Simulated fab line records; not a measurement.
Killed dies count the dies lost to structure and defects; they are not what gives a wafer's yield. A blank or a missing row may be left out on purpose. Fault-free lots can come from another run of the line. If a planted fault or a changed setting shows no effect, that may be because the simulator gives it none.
Code-filled problem report in 8D (eight disciplines) form -- flow gf180mcu -- the parts of the form that need people (team, actions taken, sign-off) are left out

== 1. PROBLEM STATEMENT ==
Across 6 wafers from 2 lots, LVPWELL_RS at GF_VT_IMPLANT_RS_MEAS_48 averages 1232 ohm/sq, while fault-free wafers read 1198 ohm/sq with a standard deviation of 3.2. That puts it +11 standard deviations away from the usual mean.
The step: measures by four-point-probe.
First seen on wafer L516.2, day 12 01:41, on film_metro-01. The record has a number at this step for 36 wafers belonging to 12 lots. The rule behind "out" and "out of limits": a value lying over 4 standard deviations away from the usual mean. The rest of the wafers with a number are treated as sound.

== 2. WHAT IT IS, AND WHAT IT ISN'T ==
question,is,is not
which readings at this step,LVPWELL_RS,-
which lots,"L516, L518","L499, L500, L504, L507, L511, L512, L514, L517, L520, L521"
which wafers of those lots,all that have a number,-
read on which gauges,"film_metro-01, film_metro-04",film_metro-03
when,from day 12 01:41,"up to then (21 sound wafers); but 9 sound wafers of L517, L520, L521 came after"

== 3. THE SUSPECTS, EACH WITH WHAT RULES IT OUT ==
Counting: any tool at a process step up to the reading is kept as a suspect provided that every lot that is out went through it and no sound lot did after the first of them.
- the gauge at GF_VT_IMPLANT_RS_MEAS_48 has been ruled out. The wafers that are out were read on 2 gauges (film_metro-01, film_metro-04).
- implanter-02 at GF_LVPWELL_IMPLANT_08: kept. It processed each lot that is out, first L516 at day 7 18:14, and no sound lot thereafter; up to then, the last sound lot it processed was L512 at day 6 21:40. On those wafers its own readings are out: beam_energy_keV.
- plasma_asher-01 at GF_VT_IMPLANT_STRIP_09 (strips in O2/N2): ruled out as a lasting fault. Following L516 (day 9 20:54), the first lot on it that is out, the sound lots L517 were run on it.
Remaining after the count: implanter-02 at GF_LVPWELL_IMPLANT_08.

== 4. THE CAUSE (what the simulator had put in) ==
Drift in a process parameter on implanter-02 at GF_LVPWELL_IMPLANT_08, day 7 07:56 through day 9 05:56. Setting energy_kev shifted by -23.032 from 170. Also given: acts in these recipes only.
Only this tool survived the counting.

== 5. SEQUENCE OF EFFECTS, ordered by route ==
Each row: a reading whose mean over the struck wafers that have a number lies more than 3 standard deviations from the usual. Readings are gone through only where the record gives a usual standard deviation; hours: the median, over the lots, of the time from a lot's start at the first step in this table giving one to that lot's start at this step; sigmas: the change measured in usual standard deviations.
hours,step,reading,usual,on struck wafers,change,sigmas
0,GF_LVPWELL_IMPLANT_08,beam_energy_keV,170.00,147.00,-23.00,-99 or more
105,GF_VT_IMPLANT_RS_MEAS_48,LVPWELL_RS,1198 ohm/sq,1232,+34,+11
It contains these process steps:
- GF_LVPWELL_IMPLANT_08
At these later measuring or inspecting steps, every struck wafer for which the step has a row has a number for every such reading, and none has moved that far: GF_VT_IMPLANT_RS_MEAS_49, GF_DUAL_GATE_THK_MEAS_03.

== 6. HOW IT WOULD HAVE BEEN CAUGHT EARLIER ==
114 hours passed between the start of the fault at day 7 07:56 and the first reading out of limits at a measuring or inspecting step in this record, taken at day 12 01:41.
At GF_LVPWELL_IMPLANT_08, the tool's own readings (beam_energy_keV) were out on each struck wafer the step has a row for, so an alarm limit on them would have fired on the first such wafer.
Lots out: 2; all had begun GF_LVPWELL_IMPLANT_08 on implanter-02 by day 12 01:41. A hold on the tool at that time would have spared none of them.
